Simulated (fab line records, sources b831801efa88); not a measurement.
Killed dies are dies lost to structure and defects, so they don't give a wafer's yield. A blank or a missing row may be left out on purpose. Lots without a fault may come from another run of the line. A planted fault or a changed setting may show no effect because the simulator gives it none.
fab line records | flow sfq_line
record lots=5 wafers=15 last_day=81
route steps=325 shown I2@103 M3@118 I3@133
lots that met no fault: from a run of the same line without faults
start_h: hours from the record's first day to the start of the lot's first wafer shown | wait_h: hours since the lot's step before | " the same as in the row above | L1.1+2: a row that stands for several wafers | - no value, or no start given | * or withheld: withheld | < > ~ a bound
route shown NAME@n: a module of which the file shows steps, and the number in the route of the first | usual: mean/standard deviation of fault-free wafers | same: alike in all rows | chamber/n: place in a boat | sites: the reading at each site | _std_site: their standard deviation | _edge_site: outer sites' mean less inner sites' | radius_mm: how far each site lies from the wafer's centre | mask NAME#n: copy n | behind: the tool/chamber that last shaped the wafer | hold: why the lot was held/for how many hours/how that ended | device: the transistor (n, p or np) that didn't switch | end of line: the same wafers' tests at the end of the route | a step without rows: its recipe alone | killed: dies lost to structure and defects at the first sort, not the wafer's yield | map: a wafer's dies, x killed, . not, _ none there
set.NAME: the setting as run; set.NAME@STEP: as run at that earlier step | model.NAME: the simulator's own value behind a step, which no gauge read
lots at some steps of the route; a table a step, a row a wafer
services: from which hour (start_h, from the record's first day; less than 0 if before it) a tool's chamber was out of use, for how many hours, and why
## steps
# step SFQ_TRILAYER_I2_DEP_PECVD_063
# recipe material=SiO2 temp_c=150 time_s=111.11 pressure_torr=2.4 rf_w=183.3 precursor=SiH4/N2O target_thk_nm=500
# usual heater_power_outer_w=33/5.7 heater_power_w=86/7.8 throttle_valve_pct=24.8/0.82
# columns lot.wafer tool chamber start_h wait_h heater_power_outer_w heater_power_w throttle_valve_pct
L077.3 pecvd-03 0 720.11 0.0 28 77 26.4
L077.5 " 1 " " 40 88 26.0
L077.6 " 0 " " 31 79 26.1
L080.3 pecvd-01 1 762.92 0.0 31 84 24.5
L080.4 " 0 " " 39 91 25.3
L080.6 " 2 " " 35 85 24.6
L081.2 pecvd-01 1 777.32 0.0 31 83 24.4
L081.4 " 1 " " 35 86 24.3
L081.5 " 2 " " 39 91 24.4
L082.1 pecvd-01 1 796.52 0.0 38 91 24.5
L082.5 " 2 " " 37 86 24.5
L082.6 " 0 " " 29 79 25.3
L095.1 pecvd-01 0 886.09 0.0 39 96 25.6
L095.2 " 2 " " 41 93 24.8
L095.6 " 1 " " 36 88 24.7
# step SFQ_TRILAYER_I2_CMP_CMP_064
# recipe material=SiO2 down_force_psi=3 platen_rpm=60 pad_velocity_m_s=0.94248
# usual motor_current_A=10.2/1 slurry_flow_ml_min=150.0/0.49 time_to_endpoint_s=216/7.7
# columns lot.wafer tool chamber start_h wait_h motor_current_A slurry_flow_ml_min time_to_endpoint_s
L077.3 cmp-01 3 723.01 2.9 11.0 150.1 220
L077.5 " 1 724.01 3.8 10.1 150.0 216
L077.6 " 2 " " 10.9 150.1 213
L080.4 cmp-02 3 763.00 0.0 7.6 150.1 217
L080.3 " 0 " " 11.4 150.3 212
L080.6 " 3 765.00 2.0 7.9 150.3 217
L081.2 cmp-02 0 777.40 0.0 10.4 150.3 198
L081.4 " 2 778.40 1.0 10.4 149.9 218
L081.5 " 0 779.40 2.0 10.8 149.9 217
L082.1 cmp-02 3 797.60 1.0 7.6 150.0 201
L082.6 " 1 798.60 2.0 11.1 149.1 208
L082.5 " 2 " " 10.0 150.3 219
L095.1 cmp-01 0 900.39 14.3 9.8 150.0 224
L095.2 " 1 " " 9.8 150.4 215
L095.6 " 2 " " 11.2 149.8 220
# step SFQ_I2_BOW_MEAS_917
# recipe mode=bow
# usual I2_BOW=1/8.9
# columns lot.wafer tool chamber start_h wait_h I2_BOW[um]
L077.3 film_metro-02 - 725.05 1.5 -5
L077.5 " - " " -4
L077.6 " - " " -9
L080.3 film_metro-04 - 766.04 2.0 -7
L080.4 " - " " -8
L080.6 " - " " -11
L081.2 film_metro-03 - 780.42 2.5 -7
L081.4 " - " " -7
L081.5 " - " " 14
L082.1 film_metro-02 - 799.60 1.5 -4
L082.5 " - " " -14
L082.6 " - " " -2
L095.1 film_metro-04 - 902.39 1.5 -1
L095.2 " - " " -3
L095.6 " - " " -2
# step SFQ_TRILAYER_I2_METRO_MEASURE_065
# usual thk_nm=200.3/1.1
# columns lot.wafer tool chamber start_h wait_h thk_nm
L077.3 film_metro-02 - 725.53 0.5 201.9
L077.5 " - " " 200.0
L077.6 " - " " 200.6
L080.3 film_metro-04 - 766.52 0.5 200.2
L080.4 " - " " 200.1
L080.6 " - " " 200.2
L081.2 film_metro-03 - 780.72 0.3 201.6
L081.4 " - " " 201.9
L081.5 " - " " 200.9
L082.1 film_metro-02 - 799.72 0.1 199.0
L082.5 " - " " 200.3
L082.6 " - " " 199.6
L095.1 film_metro-04 - 902.51 0.1 201.3
L095.2 " - " " 200.7
L095.6 " - " " 199.2
# step SFQ_TRILAYER_I2_VIA_LITHO_COAT_072
# recipe resist=BARC spin_rpm=3000 resist_thk_nm=62
# columns lot.wafer tool chamber start_h wait_h
L077.3+5+6 litho_track-03 0 726.43 0.7
L080.3+4+6 litho_track-04 0 767.42 0.7
L081.2+4+5 litho_track-03 0 781.77 0.8
L082.1+5+6 litho_track-03 0 800.92 1.0
L095.1+2+6 litho_track-04 0 903.71 1.0
# step SFQ_TRILAYER_I2_VIA_LITHO_COAT_067
# recipe resist=KrF spin_rpm=3000 resist_thk_nm=650
# columns lot.wafer tool chamber start_h wait_h
L077.3+5+6 litho_track-03 0 726.73 0.2
L080.3+4+6 litho_track-04 0 767.72 0.2
L081.2+4+5 litho_track-03 0 782.07 0.2
L082.1+5+6 litho_track-03 0 801.22 0.2
L095.1+2+6 litho_track-04 0 904.01 0.2
# step SFQ_TRILAYER_I2_VIA_LITHO_SOFTBAKE_071
# recipe temp_c=withheld time_s=withheld resist=KrF
# columns lot.wafer tool chamber start_h wait_h
L077.3+5+6 litho_track-03 0 726.98 0.2
L080.3+4+6 litho_track-04 0 767.97 0.2
L081.2+4+5 litho_track-03 0 782.35 0.2
L082.1+5+6 litho_track-03 0 801.52 0.2
L095.1+2+6 litho_track-04 0 904.31 0.2
# step SFQ_TRILAYER_I2_VIA_LITHO_EXPOSE_068
# recipe mask_id=I2 na=0.6 source_shape=conventional sigma_outer=0.65 target_cd_nm=500 dose_mj=21.3
# same na=0.6
# columns lot.wafer tool chamber start_h wait_h mask
L077.3+5+6 krf_scanner-01 0 729.67 - I2#0
L080.3+4+6 krf_scanner-01 0 768.60 - I2#0
L081.2+4+5 krf_scanner-01 0 782.67 - I2#0
L082.1+5+6 krf_scanner-01 0 801.67 - I2#0
L095.1+2+6 krf_scanner-02 0 1035.17 - I2#0
# step SFQ_TRILAYER_I2_VIA_LITHO_PEB_070
# recipe peb_temp_c=115 peb_time_s=60 resist=KrF
# same peb_time_s=60
# columns lot.wafer tool chamber start_h wait_h
L077.3+5+6 litho_track-03 0 730.52 0.7
L080.3+4+6 litho_track-02 0 769.45 0.7
L081.2+4+5 litho_track-03 0 783.70 0.8
L082.1+5+6 litho_track-04 0 802.87 1.0
L095.1+2+6 litho_track-02 0 1036.37 1.0
# step SFQ_TRILAYER_I2_VIA_LITHO_DEVELOP_069
# recipe time_s=60 resist=KrF
# columns lot.wafer tool chamber start_h wait_h
L077.3+5+6 litho_track-03 0 730.67 0.1
L080.3+4+6 litho_track-02 0 769.60 0.1
L081.2+4+5 litho_track-03 0 783.85 0.1
L082.1+5+6 litho_track-04 0 803.02 0.1
L095.1+2+6 litho_track-02 0 1036.52 0.1
# step SFQ_I2_OVL_MEAS_918
# usual I2_OVL=-3/5
# columns lot.wafer tool chamber start_h wait_h I2_OVL[nm]
L077.3 overlay-02 - 730.78 0.1 -6
L077.5 " - " " -6
L077.6 " - " " -2
L080.3 overlay-02 - 769.71 0.1 -1
L080.4 " - " " -3
L080.6 " - " " -3
L081.2 overlay-01 - 783.98 0.1 -2
L081.4 " - " " -4
L081.5 " - " " -5
L082.1 overlay-01 - 803.17 0.1 3
L082.5 " - " " 5
L082.6 " - " " 4
L095.1 overlay-01 - 1036.67 0.1 12
L095.2 " - " " -1
L095.6 " - " " 3
# step SFQ_TRILAYER_I2_VIA_BARC_OPEN_VIA_ETCH_096
# recipe mask_material=PR chemistry=O2 target_depth_nm=125 target=BARC source_w=500 bias_w=80 pressure_mtorr=30 time_s=41.7
# usual drypump_motor_current_A=5.8/0.44 oes_product_au=0.685/0.0046
# columns lot.wafer tool chamber start_h wait_h drypump_motor_current_A oes_product_au rf_hours_counter_h
L077.3 rie_diel-02 1 730.80 0.0 6.4 0.695 31
L077.5 " 2 " " 5.4 0.679 -
L077.6 " 3 " " 5.4 0.677 -
L080.3 rie_diel-02 2 769.73 0.0 5.5 0.685 4
L080.4 " 1 " " 6.4 0.691 32
L080.6 " 2 " " 5.5 0.688 -
L081.2 rie_diel-03 0 784.01 0.0 5.3 0.684 13
L081.4 " 3 " " 6.2 0.688 9
L081.5 " 3 " " 6.2 0.683 -
L082.1 rie_diel-02 1 803.21 0.0 6.4 0.685 32
L082.5 " 2 " " 5.5 0.686 -
L082.6 " 3 " " 5.4 0.679 -
L095.1 rie_diel-03 2 1036.71 0.0 5.7 0.682 5
L095.2 " 0 " " 5.3 0.683 16
L095.6 " 0 " " 5.3 0.680 -
# step SFQ_TRILAYER_I2_VIA_ETCH_VIA_ETCH_070
# recipe target=SiO2 stop_on=Nb mask_material=PR taper_deg=20 chemistry=CHF3 target_depth_nm=260 source_w=500 bias_w=80 pressure_mtorr=30 time_s=withheld
# usual drypump_motor_current_A=5.8/0.44 oes_product_au=0.855/0.0058
# columns lot.wafer tool chamber start_h wait_h drypump_motor_current_A oes_product_au
L077.3 rie_diel-02 1 730.84 0.0 6.4 0.860
L077.5 " 2 " " 5.5 0.859
L077.6 " 3 " " 5.4 0.860
L080.3 rie_diel-02 2 769.77 0.0 5.5 0.854
L080.4 " 1 " " 6.4 0.857
L080.6 " 2 " " 5.5 0.852
L081.2 rie_diel-03 0 784.05 0.0 5.3 0.861
L081.4 " 3 " " 6.2 0.858
L081.5 " 3 " " 6.2 0.870
L082.1 rie_diel-02 1 803.25 0.0 6.4 0.855
L082.5 " 2 " " 5.5 0.855
L082.6 " 3 " " 5.4 0.863
L095.1 rie_diel-03 2 1036.75 0.0 5.7 0.858
L095.2 " 0 " " 5.3 0.854
L095.6 " 0 " " 5.3 0.846
# step SFQ_TRILAYER_I2_VIA_STRIP_STRIP_071
# recipe gas=O2 power_w=200 platen_temp_c=40 overash_fraction=0.65 chemistry=O2 pressure_mtorr=50
# usual drypump_motor_current_A=5.8/0.31 oes_product_au=0.998/0.009
# same overash_fraction=0.65
# columns lot.wafer tool chamber start_h wait_h drypump_motor_current_A oes_product_au rf_hours_counter_h
L077.3 rie_metal-03 1 731.16 - 6.3 0.991 -
L077.5 " 1 " " 6.3 0.993 -
L077.6 " 0 " " 5.7 0.994 -
L080.3 rie_metal-04 1 770.09 - 5.8 1.001 -
L080.4 " 0 " " 5.3 0.999 -
L080.6 " 1 " " 5.8 1.017 -
L081.2 rie_metal-01 0 784.16 - 5.7 1.004 109
L081.4 " 1 " " 5.9 0.999 -
L081.5 " 1 " " 5.8 0.992 -
L082.1 rie_metal-04 0 803.36 - 5.3 1.003 39
L082.5 " 0 " " 5.3 0.992 -
L082.6 " 1 " " 5.8 1.000 -
L095.1 rie_metal-01 1 1036.86 - 5.8 0.991 136
L095.2 " 1 " " 5.8 0.980 -
L095.6 " 1 " " 5.8 0.995 -
# step SFQ_TRILAYER_I2_VIA_STRIP_SOLV_CLEAN_072
# recipe chemistry=NMP temp_c=70 time_s=600
# usual bath_guard_temp_C=70.1/0.55
# columns lot.wafer tool chamber start_h wait_h bath_guard_temp_C
L077.3 wet_bench-03 5 731.56 0.2 69.3
L077.5 " 3 " " 69.9
L077.6 " 7 " " 69.3
L080.3 wet_bench-02 0 770.49 0.2 70.6
L080.4 " 3 " " 70.5
L080.6 " 2 " " 70.3
L081.2 wet_bench-01 2 784.76 0.4 70.8
L081.4 " 3 " " 70.4
L081.5 " 7 " " 69.7
L082.1 wet_bench-03 6 803.96 0.4 69.9
L082.5 " 0 " " 70.4
L082.6 " 1 " " 70.1
L095.1 wet_bench-03 6 1038.06 1.0 70.1
L095.2 " 2 " " 70.5
L095.6 " 7 " " 69.8
# step SFQ_TRILAYER_M3_DEP_PRE_CLEAN_074
# recipe gas=Ar time_s=22.5 bias_v=250
# columns lot.wafer tool chamber start_h wait_h
L077.3+5+6 pvd_sputter-06 - 731.73 0.0
L080.3+4+6 pvd_sputter-06 - 770.68 0.0
L081.2+4+5 pvd_sputter-05 - 784.94 0.0
L082.1+5+6 pvd_sputter-04 - 804.14 0.0
L095.1+2+6 pvd_sputter-05 - 1038.24 0.0
# step SFQ_TRILAYER_M3_DEP_SPUTTER_073
# recipe material=Nb base_pressure_pa=1.33e-06 chamber_pressure_pa=0.1333 substrate_temp_c=20 resputter_cathode_voltage_v=400 target_thk_nm=200 power_w=2000 time_s=133.3
# usual resputter_cathode_voltage_v=400/4.2 throttle_valve_pct=30.0/0.66
# columns lot.wafer tool chamber start_h wait_h resputter_cathode_voltage_v throttle_valve_pct
L077.3 pvd_sputter-06 - 731.76 0.0 397 28.7
L077.5 " - " " 401 30.4
L077.6 " - " " 407 28.7
L080.3 pvd_sputter-06 - 770.71 0.0 401 28.7
L080.4 " - " " 400 30.1
L080.6 " - " " 408 28.9
L081.2 pvd_sputter-05 - 784.96 0.0 402 30.2
L081.4 " - " " 404 30.0
L081.5 " - " " 402 31.0
L082.1 pvd_sputter-04 - 804.16 0.0 394 28.6
L082.5 " - " " 403 30.6
L082.6 " - " " 402 29.7
L095.1 pvd_sputter-05 - 1038.27 0.0 401 31.3
L095.2 " - " " 398 30.5
L095.6 " - " " 401 29.9
# step SFQ_M3_RS_MEAS_919
# recipe thk_meas_gauge=four-point-probe reads=Nb_of_TRILAYER_M3_DEP_SPUTTER_073
# usual M3_NB_RS=0.890/0.0086
# columns lot.wafer tool chamber start_h wait_h M3_NB_RS[ohm/sq]
L077.3 film_metro-03 - 731.89 0.1 0.895
L077.5 " - " " 0.890
L077.6 " - " " 0.894
L080.3 film_metro-03 - 770.84 0.1 0.889
L080.4 " - " " 0.877
L080.6 " - " " 0.886
L081.2 film_metro-03 - 785.07 0.1 0.885
L081.4 " - " " 0.901
L081.5 " - " " 0.888
L082.1 film_metro-02 - 804.25 0.0 0.883
L082.5 " - " " 0.881
L082.6 " - " " 0.881
L095.1 film_metro-02 - 1038.36 0.0 0.884
L095.2 " - " " 0.872
L095.6 " - " " 0.892
# step SFQ_TRILAYER_M3_LITHO_COAT_080
# recipe resist=BARC spin_rpm=3000 resist_thk_nm=62
# columns lot.wafer tool chamber start_h wait_h
L077.3+5+6 litho_track-01 0 732.13 0.1
L080.3+4+6 litho_track-03 0 771.08 0.1
L081.2+4+5 litho_track-03 0 785.28 0.1
L082.1+5+6 litho_track-01 0 804.43 0.1
L095.1+2+6 litho_track-04 0 1038.54 0.1
# step SFQ_TRILAYER_M3_LITHO_COAT_075
# recipe resist=KrF spin_rpm=3000 resist_thk_nm=600
# columns lot.wafer tool chamber start_h wait_h
L077.3+5+6 litho_track-01 0 732.43 0.2
L080.3+4+6 litho_track-03 0 771.38 0.2
L081.2+4+5 litho_track-03 0 785.58 0.2
L082.1+5+6 litho_track-01 0 804.73 0.2
L095.1+2+6 litho_track-04 0 1038.84 0.2
# step SFQ_TRILAYER_M3_LITHO_SOFTBAKE_079
# recipe temp_c=withheld time_s=withheld resist=KrF
# columns lot.wafer tool chamber start_h wait_h
L077.3+5+6 litho_track-01 0 732.68 0.2
L080.3+4+6 litho_track-03 0 771.63 0.2
L081.2+4+5 litho_track-03 0 785.86 0.2
L082.1+5+6 litho_track-01 0 805.03 0.2
L095.1+2+6 litho_track-04 0 1039.14 0.2
# step SFQ_TRILAYER_M3_LITHO_EXPOSE_076
# recipe mask_id=M3 na=0.6 source_shape=conventional sigma_outer=0.65 target_cd_nm=500 dose_mj=14.4
# same na=0.6
# columns lot.wafer tool chamber start_h wait_h mask
L077.3+5+6 krf_scanner-01 0 873.28 - M3#0
L080.3+4+6 krf_scanner-02 0 911.57 - M3#0
L081.2+4+5 krf_scanner-02 0 926.97 - M3#0
L082.1+5+6 krf_scanner-02 0 940.72 - M3#0
L095.1+2+6 krf_scanner-02 0 1148.92 - M3#0
# step SFQ_TRILAYER_M3_LITHO_PEB_078
# recipe peb_temp_c=115 peb_time_s=60 resist=KrF
# same peb_time_s=60
# columns lot.wafer tool chamber start_h wait_h
L077.3+5+6 litho_track-03 0 874.13 0.7
L080.3+4+6 litho_track-04 0 912.42 0.7
L081.2+4+5 litho_track-03 0 928.00 0.8
L082.1+5+6 litho_track-04 0 941.92 1.0
L095.1+2+6 litho_track-01 0 1150.12 1.0
# step SFQ_TRILAYER_M3_LITHO_DEVELOP_077
# recipe time_s=60 resist=KrF
# columns lot.wafer tool chamber start_h wait_h
L077.3+5+6 litho_track-03 0 874.28 0.1
L080.3+4+6 litho_track-04 0 912.57 0.1
L081.2+4+5 litho_track-03 0 928.15 0.1
L082.1+5+6 litho_track-04 0 942.07 0.1
L095.1+2+6 litho_track-01 0 1150.27 0.1
# step SFQ_M3_OVL_MEAS_921
# usual M3_OVL=1/5.5
# columns lot.wafer tool chamber start_h wait_h M3_OVL[nm]
L077.3 overlay-01 - 874.39 0.1 7
L077.5 " - " " 2
L077.6 " - " " 5
L080.3 overlay-02 - 912.69 0.1 8
L080.4 " - " " 7
L080.6 " - " " 4
L081.2 overlay-01 - 928.28 0.1 -3
L081.4 " - " " -5
L081.5 " - " " -3
L082.1 overlay-01 - 942.22 0.1 -2
L082.5 " - " " 5
L082.6 " - " " 1
L095.1 overlay-02 - 1150.42 0.1 -5
L095.2 " - " " -5
L095.6 " - " " -4
# step SFQ_TRILAYER_M3_BARC_OPEN_METAL_ETCH_100
# recipe mask_material=PR chemistry=O2 target_depth_nm=125 target=BARC icp_w=600 bias_w=80 pressure_mtorr=10 time_s=41.7
# usual drypump_motor_current_A=6.04/0.28 oes_product_au=0.685/0.0042
# columns lot.wafer tool chamber start_h wait_h drypump_motor_current_A oes_product_au rf_hours_counter_h
L077.3 rie_metal-03 1 874.43 0.0 6.31 0.685 -
L077.5 " 1 " " 6.32 0.684 -
L077.6 " 0 " " 5.74 0.688 -
L080.3 rie_metal-01 1 912.73 0.0 5.77 0.684 -
L080.4 " 0 " " 5.69 0.683 -
L080.6 " 1 " " 5.77 0.687 -
L081.2 rie_metal-02 1 928.33 0.0 6.23 0.686 -
L081.4 " 1 " " 6.24 0.685 -
L081.5 " 1 " " 6.24 0.688 -
L082.1 rie_metal-03 1 942.26 0.0 6.32 0.686 96
L082.5 " 1 " " 6.32 0.682 -
L082.6 " 0 " " 5.75 0.678 -
L095.1 rie_metal-01 0 1150.46 0.0 5.69 0.684 18
L095.2 " 0 " " 5.68 0.679 -
L095.6 " 0 " " 5.68 0.685 -
# step SFQ_TRILAYER_M3_ETCH_METAL_ETCH_078
# recipe target=Nb stop_on=SiO2 mask_material=PR chemistry=Cl2/Ar target_depth_nm=240 icp_w=600 bias_w=80 pressure_mtorr=10 time_s=120
# usual drypump_motor_current_A=6.04/0.28 oes_product_au=0.895/0.0066
# columns lot.wafer tool chamber start_h wait_h drypump_motor_current_A oes_product_au rf_hours_counter_h
L077.3 rie_metal-03 1 874.52 0.1 6.32 0.896 -
L077.5 " 1 " " 6.32 0.898 -
L077.6 " 0 " " 5.76 0.898 -
L080.3 rie_metal-01 1 912.81 0.1 5.84 0.895 -
L080.4 " 0 " " 5.70 0.904 -
L080.6 " 1 " " 5.86 0.899 -
L081.2 rie_metal-02 1 928.47 0.1 6.23 0.900 -
L081.4 " 1 " " 6.19 0.890 -
L081.5 " 1 " " 6.19 0.898 -
L082.1 rie_metal-03 1 942.32 0.0 6.31 0.895 96
L082.5 " 1 " " 6.31 0.905 -
L082.6 " 0 " " 5.73 0.896 -
L095.1 rie_metal-01 0 1150.58 0.1 5.69 0.903 18
L095.2 " 0 " " 5.70 0.912 -
L095.6 " 0 " " 5.70 0.887 -
# step SFQ_TRILAYER_M3_STRIP_STRIP_079
# recipe gas=O2 power_w=200 platen_temp_c=40 overash_fraction=0.65 chemistry=O2 pressure_mtorr=50
# usual drypump_motor_current_A=6.04/0.28 oes_product_au=0.995/0.0074
# same overash_fraction=0.65
# columns lot.wafer tool chamber start_h wait_h drypump_motor_current_A oes_product_au rf_hours_counter_h
L077.3 rie_metal-03 1 874.80 0.2 6.31 0.994 -
L077.5 " 1 " " 6.31 0.996 -
L077.6 " 0 " " 5.72 0.998 -
L080.3 rie_metal-01 1 913.09 0.2 5.80 0.985 -
L080.4 " 0 " " 5.71 0.990 -
L080.6 " 1 " " 5.83 0.982 -
L081.2 rie_metal-02 1 928.88 0.4 6.20 0.985 -
L081.4 " 1 " " 6.16 0.987 -
L081.5 " 1 " " 6.20 0.985 -
L082.1 rie_metal-03 1 942.44 0.1 6.33 0.997 96
L082.5 " 1 " " 6.32 0.993 -
L082.6 " 0 " " 5.73 1.006 -
L095.1 rie_metal-01 0 1150.83 0.2 5.69 1.003 19
L095.2 " 0 " " 5.70 1.000 -
L095.6 " 0 " " 5.69 1.010 -
# step SFQ_TRILAYER_M3_STRIP_SOLV_CLEAN_080
# recipe chemistry=NMP temp_c=70 time_s=600
# usual bath_guard_temp_C=70.2/0.57
# columns lot.wafer tool chamber start_h wait_h bath_guard_temp_C
L077.3 wet_bench-02 6 875.20 0.2 70.3
L077.5 " 3 " " 70.3
L077.6 " 7 " " 69.8
L080.3 wet_bench-01 0 913.49 0.2 70.5
L080.4 " 3 " " 70.5
L080.6 " 4 " " 70.6
L081.2 wet_bench-04 0 929.88 0.8 69.7
L081.4 " 3 " " 70.4
L081.5 " 6 " " 70.8
L082.1 wet_bench-04 7 943.04 0.4 70.6
L082.5 " 6 " " 71.1
L082.6 " 4 " " 70.2
L095.1 wet_bench-01 7 1152.03 1.0 70.6
L095.2 " 1 " " 69.3
L095.6 " 5 " " 71.2
# step SFQ_TRILAYER_I3_DEP_PECVD_081
# recipe material=SiO2 temp_c=150 time_s=111.11 pressure_torr=2.4 rf_w=183.3 precursor=SiH4/N2O target_thk_nm=500
# usual heater_power_outer_w=31/8.4 heater_power_w=83/15 throttle_valve_pct=25.3/1.1
# columns lot.wafer tool chamber start_h wait_h heater_power_outer_w heater_power_w throttle_valve_pct
L077.3 pecvd-04 0 875.37 0.0 35 92 24.7
L077.5 " 2 " " 20 70 24.8
L077.6 " 0 " " 37 95 24.7
L080.3 pecvd-04 2 913.67 0.0 24 79 24.4
L080.4 " 1 " " 38 96 25.0
L080.6 " 2 " " 26 83 24.5
L081.2 pecvd-04 1 930.05 0.0 39 97 24.8
L081.4 " 1 " " 39 98 24.6
L081.5 " 0 " " 36 92 25.0
L082.1 pecvd-01 0 943.39 0.0 31 81 26.3
L082.5 " 1 " " 36 91 24.8
L082.6 " 2 " " 31 76 24.5
L095.1 pecvd-04 0 1152.21 0.0 32 90 24.8
L095.2 " 1 " " 35 94 24.7
L095.6 " 2 " " 27 81 24.5
# step SFQ_TRILAYER_I3_CMP_CMP_082
# recipe material=SiO2 down_force_psi=3 platen_rpm=60 pad_velocity_m_s=0.94248
# usual motor_current_A=10.1/1 slurry_flow_ml_min=149.9/0.53 time_to_endpoint_s=217/7.5
# columns lot.wafer tool chamber start_h wait_h motor_current_A slurry_flow_ml_min time_to_endpoint_s
L077.3 cmp-02 0 887.82 12.4 10.9 150.2 209
L077.5 " 0 889.82 14.4 11.7 149.1 211
L077.6 " 1 " " 10.8 149.2 219
L080.4 cmp-02 0 929.32 15.6 11.3 150.2 205
L080.3 " 2 930.32 16.6 10.0 149.7 218
L080.6 " 3 " " 7.8 150.7 215
L081.4 cmp-01 1 943.33 13.2 9.5 150.4 214
L081.2 " 2 " " 11.2 150.1 220
L081.5 " 1 945.33 15.2 9.2 150.3 224
L082.1 cmp-01 2 953.33 9.9 11.0 149.8 211
L082.6 " 3 " " 10.8 150.2 220
L082.5 " 0 " " 10.5 149.3 234
L095.2 cmp-02 1 1166.83 14.6 10.9 148.7 208
L095.1 " 2 " " 10.0 149.9 220
L095.6 " 3 " " 7.7 149.3 220
# step SFQ_I3_BOW_MEAS_922
# recipe mode=bow
# usual I3_BOW=2/8.9
# columns lot.wafer tool chamber start_h wait_h I3_BOW[um]
L077.3 film_metro-01 - 890.86 2.5 -8
L077.5 " - " " -7
L077.6 " - " " -11
L080.3 film_metro-04 - 931.86 1.0 -7
L080.4 " - " " -9
L080.6 " - " " -12
L081.2 film_metro-03 - 945.85 1.5 -13
L081.4 " - " " -13
L081.5 " - " " 9
L082.1 film_metro-01 - 954.83 1.0 -6
L082.5 " - " " -15
L082.6 " - " " -4
L095.1 film_metro-03 - 1168.83 1.0 -5
L095.2 " - " " -4
L095.6 " - " " -4
# step SFQ_TRILAYER_I3_METRO_MEASURE_083
# usual thk_nm=200.3/1.1
# columns lot.wafer tool chamber start_h wait_h thk_nm
L077.3 film_metro-01 - 891.34 0.5 198.0
L077.5 " - " " 198.6
L077.6 " - " " 199.1
L080.3 film_metro-04 - 932.34 0.5 200.6
L080.4 " - " " 199.3
L080.6 " - " " 199.5
L081.2 film_metro-03 - 946.15 0.3 201.1
L081.4 " - " " 199.2
L081.5 " - " " 200.2
L082.1 film_metro-01 - 954.95 0.1 199.6
L082.5 " - " " 201.4
L082.6 " - " " 201.0
L095.1 film_metro-03 - 1168.95 0.1 199.6
L095.2 " - " " 199.2
L095.6 " - " " 199.1
# step SFQ_TRILAYER_I3_VIA_LITHO_COAT_090
# recipe resist=BARC spin_rpm=3000 resist_thk_nm=62
# columns lot.wafer tool chamber start_h wait_h
L077.3+5+6 litho_track-04 0 892.25 0.7
L080.3+4+6 litho_track-02 0 933.24 0.7
L081.2+4+5 litho_track-01 0 947.20 0.8
L082.1+5+6 litho_track-04 0 956.15 1.0
L095.1+2+6 litho_track-02 0 1170.15 1.0
# step SFQ_TRILAYER_I3_VIA_LITHO_COAT_085
# recipe resist=KrF spin_rpm=3000 resist_thk_nm=650
# columns lot.wafer tool chamber start_h wait_h
L077.3+5+6 litho_track-04 0 892.55 0.2
L080.3+4+6 litho_track-02 0 933.54 0.2
L081.2+4+5 litho_track-01 0 947.50 0.2
L082.1+5+6 litho_track-04 0 956.45 0.2
L095.1+2+6 litho_track-02 0 1170.45 0.2
# step SFQ_TRILAYER_I3_VIA_LITHO_SOFTBAKE_089
# recipe temp_c=withheld time_s=withheld resist=KrF
# columns lot.wafer tool chamber start_h wait_h
L077.3+5+6 litho_track-04 0 892.80 0.2
L080.3+4+6 litho_track-02 0 933.79 0.2
L081.2+4+5 litho_track-01 0 947.78 0.2
L082.1+5+6 litho_track-04 0 956.75 0.2
L095.1+2+6 litho_track-02 0 1170.75 0.2
# step SFQ_TRILAYER_I3_VIA_LITHO_EXPOSE_086
# recipe mask_id=I3 na=0.6 source_shape=conventional sigma_outer=0.65 target_cd_nm=500 dose_mj=21.3
# same na=0.6
# columns lot.wafer tool chamber start_h wait_h mask
L077.3+5+6 krf_scanner-02 0 1023.57 - I3#0
L080.3+4+6 krf_scanner-02 0 1055.97 - I3#0
L081.2+4+5 krf_scanner-02 0 1073.97 - I3#0
L082.1+5+6 krf_scanner-02 0 1087.72 - I3#0
L095.1+2+6 krf_scanner-02 0 1189.82 - I3#0
# step SFQ_TRILAYER_I3_VIA_LITHO_PEB_088
# recipe peb_temp_c=115 peb_time_s=60 resist=KrF
# same peb_time_s=60
# columns lot.wafer tool chamber start_h wait_h
L077.3+5+6 litho_track-01 0 1024.42 0.7
L080.3+4+6 litho_track-04 0 1056.82 0.7
L081.2+4+5 litho_track-02 0 1075.00 0.8
L082.1+5+6 litho_track-02 0 1088.92 1.0
L095.1+2+6 litho_track-04 0 1191.02 1.0
# step SFQ_TRILAYER_I3_VIA_LITHO_DEVELOP_087
# recipe time_s=60 resist=KrF
# columns lot.wafer tool chamber start_h wait_h
L077.3+5+6 litho_track-01 0 1024.57 0.1
L080.3+4+6 litho_track-04 0 1056.97 0.1
L081.2+4+5 litho_track-02 0 1075.15 0.1
L082.1+5+6 litho_track-02 0 1089.07 0.1
L095.1+2+6 litho_track-04 0 1191.17 0.1
# step SFQ_I3_OVL_MEAS_923
# usual I3_OVL=-1/5.4
# columns lot.wafer tool chamber start_h wait_h I3_OVL[nm]
L077.3 overlay-01 - 1024.69 0.1 -2
L077.5 " - " " 1
L077.6 " - " " 5
L080.3 overlay-01 - 1057.09 0.1 -8
L080.4 " - " " -9
L080.6 " - " " -11
L081.2 overlay-01 - 1075.28 0.1 -4
L081.4 " - " " -13
L081.5 " - " " -7
L082.1 overlay-01 - 1089.22 0.1 -3
L082.5 " - " " -5
L082.6 " - " " 2
L095.1 overlay-01 - 1191.32 0.1 7
L095.2 " - " " 1
L095.6 " - " " 1
## services
# columns tool chamber start_h hours kind
cmp-02 - 700.57 0.3 repair
krf_scanner-02 - 718.82 1.0 pm
krf_scanner-02 - 742.62 0.8 pm
krf_scanner-02 - 743.20 0.3 repair
cmp-02 - 766.31 1.0 repair
cmp-02 - 782.20 10.3 repair
cmp-02 - 802.83 2.3 pm
krf_scanner-02 - 831.23 4.0 pm
krf_scanner-02 - 836.45 1.3 pm
rie_metal-03 1 877.37 4.7 repair
rie_metal-01 - 888.54 2.8 pm
krf_scanner-02 - 888.75 1.0 pm
rie_metal-01 - 896.14 1.0 repair
rie_diel-02 - 896.93 2.8 pm
cmp-02 - 918.82 4.0 pm
rie_metal-03 - 921.95 14.6 pm
rie_diel-02 1 933.27 9.4 repair
krf_scanner-02 - 938.77 0.8 pm
krf_scanner-02 - 992.32 11.6 pm
krf_scanner-02 - 1012.27 1.3 pm
krf_scanner-02 - 1060.77 1.0 pm
krf_scanner-02 - 1079.77 0.8 pm
rie_metal-01 0 1154.19 8.4 repair
krf_scanner-02 - 1188.52 1.3 pm
## key
fault none
